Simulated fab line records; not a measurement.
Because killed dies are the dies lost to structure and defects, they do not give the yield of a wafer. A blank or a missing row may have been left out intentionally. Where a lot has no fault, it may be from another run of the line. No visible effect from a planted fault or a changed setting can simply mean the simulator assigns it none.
A struck lot beside a sound one :: flow sfq line :: 41 out of 325 route steps
Sound: the wafers L163.2, L163.4, L163.5. The struck wafers were L172.2, L172.3, L172.4. At the end, the cause is stated.
Each step with rows lists, per side, the tool, then ch with its chambers, then its first start. Under that, the readings that differ: sound wafers :: struck wafers :: difference of the means :: sigmas: that difference in standard deviations of wafers without a fault.
alike: words and numbers the same on both sides, and readings whose means are apart by under 2 such deviations; not compared: readings that were withheld, readings missing a value for some wafer, numbers with overlapping values and no deviation given by the record, and bounds like >300 which may hide the same value.
Wherever a step has rows on one side only, a row that says differs or no value, or a row with sigmas, the two part there. Numbers that have no deviation but don't overlap get no sigmas and don't part them. A reading missing from all wafers of one side parts the sides only when that side holds two or more wafers.

SFQ_TRILAYER_M1_DEP_SPUTTER_037: material Nb, target thk 200 nm, time 133.3 s.
  sound on pvd sputter-06 at day 13 07:44; struck on pvd sputter-06 at day 18 16:31
  alike: throttle valve pct
SFQ_M1_RS_MEAS_909: a four-point-probe measurement.
  sound on film metro-01 at day 13 07:51; struck on film metro-03 at day 18 16:38
  alike: M1_NB_RS
then, 6 steps without rows for these wafers: SFQ_TRILAYER_M1_LITHO_COAT_044 (resist thk 62 nm); SFQ_TRILAYER_M1_LITHO_COAT_039 (resist thk 600 nm); SFQ_TRILAYER_M1_LITHO_SOFTBAKE_043; SFQ_TRILAYER_M1_LITHO_EXPOSE_040 (exposes mask M1, target cd 500 nm); SFQ_TRILAYER_M1_LITHO_PEB_042 (peb time 60 s); SFQ_TRILAYER_M1_LITHO_DEVELOP_041 (time 60 s).
-- the record jumps here: 7 days lie between the struck wafers' starts before and after --
SFQ_M1_OVL_MEAS_911:
  sound on overlay-01 at day 18 23:46; struck on overlay-01 at day 25 08:47
  alike: M1_OVL
then, 1 step without rows for these wafers: SFQ_TRILAYER_M1_BARC_OPEN_METAL_ETCH_054 (etches BARC in O2, target depth 125 nm, time 41.7 s).
SFQ_TRILAYER_M1_ETCH_METAL_ETCH_042: etches Nb in Cl2/Ar, stops on SiO2, target depth 240 nm, time 120 s.
  sound on rie metal-04 ch 0,1, day 18 23:52; struck on rie metal-04 ch 0,1, day 25 08:52
  alike: bias w, drypump motor current A, oes product au
  not compared: rf hours counter h
SFQ_TRILAYER_M1_STRIP_STRIP_043: strips in O2.
  sound on rie metal-04 ch 0,1, day 18 23:59; struck on rie metal-04 ch 0,1, day 25 08:59
  no value came back on the struck wafers for chamber pressure mTorr (mTorr), drypump motor current A (A), oes product au (a.u.); on the sound wafers chamber pressure mTorr (mTorr) reads 50.03 50.07 49.99
reading: model.KrF_of_TRILAYER_M1_LITHO_COAT_039.thk nm (nm)
sound: 0 0 0
struck: 377.7 377.3 376
difference: +377.0
sigmas: 

reading: model.BARC_of_TRILAYER_M1_LITHO_COAT_044.thk nm (nm)
sound: 0 0 0
struck: 62.03 61.97 62.04
difference: +62.01
sigmas: 
  not compared: rf hours counter h
then, 3 steps without rows for these wafers: SFQ_TRILAYER_M1_STRIP_SOLV_CLEAN_044 (cleans in NMP, time 600 s); SFQ_TRILAYER_I1_DEP_PECVD_045 (deposits SiO2 from SiH4/N2O, time 111.11 s, target thk 500 nm); SFQ_TRILAYER_I1_CMP_CMP_046 (polishes SiO2).
SFQ_I1_BOW_MEAS_912:
  sound on film metro-01 at day 19 06:24; struck on film metro-03 at day 25 19:11
  alike: I1_BOW
then, 7 steps without rows for these wafers: SFQ_TRILAYER_I1_METRO_MEASURE_047; SFQ_TRILAYER_I1_VIA_LITHO_COAT_054 (resist thk 62 nm); SFQ_TRILAYER_I1_VIA_LITHO_COAT_049 (resist thk 650 nm); SFQ_TRILAYER_I1_VIA_LITHO_SOFTBAKE_053; SFQ_TRILAYER_I1_VIA_LITHO_EXPOSE_050 (exposes mask I1, target cd 500 nm); SFQ_TRILAYER_I1_VIA_LITHO_PEB_052 (peb time 60 s); SFQ_TRILAYER_I1_VIA_LITHO_DEVELOP_051 (time 60 s).
-- the record jumps here: 6 days lie between the struck wafers' starts before and after --
SFQ_I1_OVL_MEAS_913:
  sound on overlay-02 at day 26 00:23; struck on overlay-02 at day 32 04:49
  alike: I1_OVL
then, 1 step without rows for these wafers: SFQ_TRILAYER_I1_VIA_BARC_OPEN_VIA_ETCH_071 (etches BARC in O2, target depth 125 nm, time 41.7 s).
SFQ_TRILAYER_I1_VIA_ETCH_VIA_ETCH_052: etches SiO2 in CHF3, stops on Nb, target depth 260 nm.
  sound on rie diel-03 ch 0,1,2, day 26 00:26; struck on rie diel-01 ch 0,2, day 32 04:53
  alike: bias w, drypump motor current A, oes product au
SFQ_TRILAYER_I1_VIA_STRIP_STRIP_053: strips in O2.
  sound on rie metal-04 ch 0,1, day 26 00:34; struck on rie metal-01 ch 0,1, day 32 05:00
reading: oes product au (a.u.)
sound: 1.006 1.012 1.016
struck: 0.998 0.994 0.991
difference: -0.017
sigmas: -2
  alike: chamber pressure mTorr, drypump motor current A
  not compared: rf hours counter h
then, 3 steps without rows for these wafers: SFQ_TRILAYER_I1_VIA_STRIP_SOLV_CLEAN_054 (cleans in NMP, time 600 s); SFQ_TRILAYER_M2_DEP_PRE_CLEAN_056 (time 22.5 s); SFQ_TRILAYER_M2_DEP_SPUTTER_055 (material Nb, target thk 200 nm, time 133.3 s).
SFQ_M2_RS_MEAS_914: a four-point-probe measurement.
  sound on film metro-04 at day 26 01:28; struck on film metro-04 at day 32 06:06
  alike: M2_NB_RS
then, 6 steps without rows for these wafers: SFQ_TRILAYER_M2_LITHO_COAT_062 (resist thk 62 nm); SFQ_TRILAYER_M2_LITHO_COAT_057 (resist thk 600 nm); SFQ_TRILAYER_M2_LITHO_SOFTBAKE_061; SFQ_TRILAYER_M2_LITHO_EXPOSE_058 (exposes mask M2, target cd 500 nm); SFQ_TRILAYER_M2_LITHO_PEB_060 (peb time 60 s); SFQ_TRILAYER_M2_LITHO_DEVELOP_059 (time 60 s).
-- the record jumps here: 6 days lie between the struck wafers' starts before and after --
SFQ_M2_OVL_MEAS_916:
  sound on overlay-02 at day 26 03:53; struck on overlay-01 at day 38 04:17
  alike: M2_OVL
then, 1 step without rows for these wafers: SFQ_TRILAYER_M2_BARC_OPEN_METAL_ETCH_077 (etches BARC in O2, target depth 125 nm, time 41.7 s).
SFQ_TRILAYER_M2_ETCH_METAL_ETCH_060: etches Nb in Cl2/Ar, stops on SiO2, target depth 240 nm, time 120 s.
  sound on rie metal-03 ch 0,1, day 26 03:59; struck on rie metal-03 ch 0,1, day 38 04:22
  alike: bias w, drypump motor current A, oes product au
  not compared: rf hours counter h
-- the record jumps here: 44 days lie between the struck wafers' starts before and after --
SFQ_M8_BOW_MEAS_951:
  sound on film metro-02 at day 79 04:01; struck on film metro-02 at day 82 00:47
reading: model.etest.i1.link ohm
sound: 1.976 1.969 1.966
struck: 1e+06 1e+06 1e+06
difference: +1e+06
sigmas: 
  alike: M8_BOW

WHERE THEY PART
Last at SFQ_TRILAYER_I1_VIA_STRIP_STRIP_053 as far as this record goes, first at SFQ_TRILAYER_M1_STRIP_STRIP_043. Later steps at which nothing parts them and some readings are alike: SFQ_M2_RS_MEAS_914, SFQ_M2_OVL_MEAS_916, SFQ_TRILAYER_M2_ETCH_METAL_ETCH_060, SFQ_M8_BOW_MEAS_951.

WHY: what the simulator had put in
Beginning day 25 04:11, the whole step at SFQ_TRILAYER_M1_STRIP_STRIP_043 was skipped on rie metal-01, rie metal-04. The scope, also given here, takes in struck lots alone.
